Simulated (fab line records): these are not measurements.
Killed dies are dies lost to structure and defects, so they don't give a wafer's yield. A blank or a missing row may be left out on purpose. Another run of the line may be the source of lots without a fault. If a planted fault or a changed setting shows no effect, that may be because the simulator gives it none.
Which tool is to blame? || flow sky130 || 6 lots with 18 wafers sampled at 4 steps, on a route of 708 steps

WHAT THE GAUGES READ, wafer by wafer
SKY_VT_ADJUST_HVTP_TW_MEAS_11.
{"lot": "L517", "measured": "day 6 11:18", "on": "film_metro-02", "VT_ADJUST_HVTP_TW": "1363 1373 1373"}
{"lot": "L520", "measured": "day 7 03:24", "on": "film_metro-01", "VT_ADJUST_HVTP_TW": "1386 1387 1388"}
{"lot": "L522", "measured": "day 7 22:25", "on": "film_metro-01", "VT_ADJUST_HVTP_TW": "1388 1397 1401"}
{"lot": "L528", "measured": "day 9 12:24", "on": "film_metro-04", "VT_ADJUST_HVTP_TW": "1359 1353 1346"}
{"lot": "L536", "measured": "day 11 09:33", "on": "film_metro-02", "VT_ADJUST_HVTP_TW": "1360 1366 1362"}
{"lot": "L538", "measured": "day 11 22:11", "on": "film_metro-01", "VT_ADJUST_HVTP_TW": "1392 1393 1388"}

WHICH TOOL RAN EACH LOT (tool, then ch and the chambers of the sampled wafers, then the start)
{"lot": "L517", "SKY_FIELD_ISO_WET_ETCH_30": "wet_bench-03 ch 2, day 2 19:51", "SKY_DNWELL_STRIP_08": "plasma_asher-04 ch 0,1, day 3 13:01", "SKY_NWELL_STRIP_25": "plasma_asher-01 ch 0,1, day 5 16:54"}
{"lot": "L520", "SKY_FIELD_ISO_WET_ETCH_30": "wet_bench-01 ch 3, day 3 08:38", "SKY_DNWELL_STRIP_08": "plasma_asher-04 ch 1, day 4 02:22", "SKY_NWELL_STRIP_25": "plasma_asher-03 ch 0,1, day 6 07:24"}
{"lot": "L522", "SKY_FIELD_ISO_WET_ETCH_30": "wet_bench-03 ch 0, day 3 23:37", "SKY_DNWELL_STRIP_08": "plasma_asher-03 ch 0,1, day 4 20:06", "SKY_NWELL_STRIP_25": "plasma_asher-02 ch 0,1, day 7 03:26"}
{"lot": "L528", "SKY_FIELD_ISO_WET_ETCH_30": "wet_bench-01 ch 3, day 5 04:30", "SKY_DNWELL_STRIP_08": "plasma_asher-03 ch 1, day 6 03:26", "SKY_NWELL_STRIP_25": "plasma_asher-01 ch 0,1, day 8 14:36"}
{"lot": "L536", "SKY_FIELD_ISO_WET_ETCH_30": "wet_bench-03 ch 0, day 6 19:35", "SKY_DNWELL_STRIP_08": "plasma_asher-03 ch 0,1, day 7 15:51", "SKY_NWELL_STRIP_25": "plasma_asher-03 ch 0,1, day 10 09:41"}
{"lot": "L538", "SKY_FIELD_ISO_WET_ETCH_30": "wet_bench-02 ch 1, day 7 06:58", "SKY_DNWELL_STRIP_08": "plasma_asher-03 ch 0,1, day 8 04:26", "SKY_NWELL_STRIP_25": "plasma_asher-01 ch 0,1, day 10 22:30"}
- SKY_FIELD_ISO_WET_ETCH_30: etches SiO2 in dHF, target depth 25 nm, time 50 s.
- SKY_DNWELL_STRIP_08: strips in O2/N2.
- SKY_NWELL_STRIP_25: strips in O2/N2.

THE ANSWER, worked out from the rows above alone
Rule: the lots themselves supply what counts as usual. The widest of any qualifying gaps counts: lots, ordered by their means at a reading, are off when they make up no more than a third of the lots, leave a main group of 4 or more, and stand apart from it by 3 or more times the standard deviation of that group's means. The tables above print the reading to a certain number of digits; a main group whose means all agree to those digits is not used. Also off: a lot with no number at a reading for which 4 or more lots have one. All remaining lots with rows at the step are treated as sound.
None of the lots is off at any reading shown; this tells nothing.

WHAT THE SIMULATOR HAD PUT IN
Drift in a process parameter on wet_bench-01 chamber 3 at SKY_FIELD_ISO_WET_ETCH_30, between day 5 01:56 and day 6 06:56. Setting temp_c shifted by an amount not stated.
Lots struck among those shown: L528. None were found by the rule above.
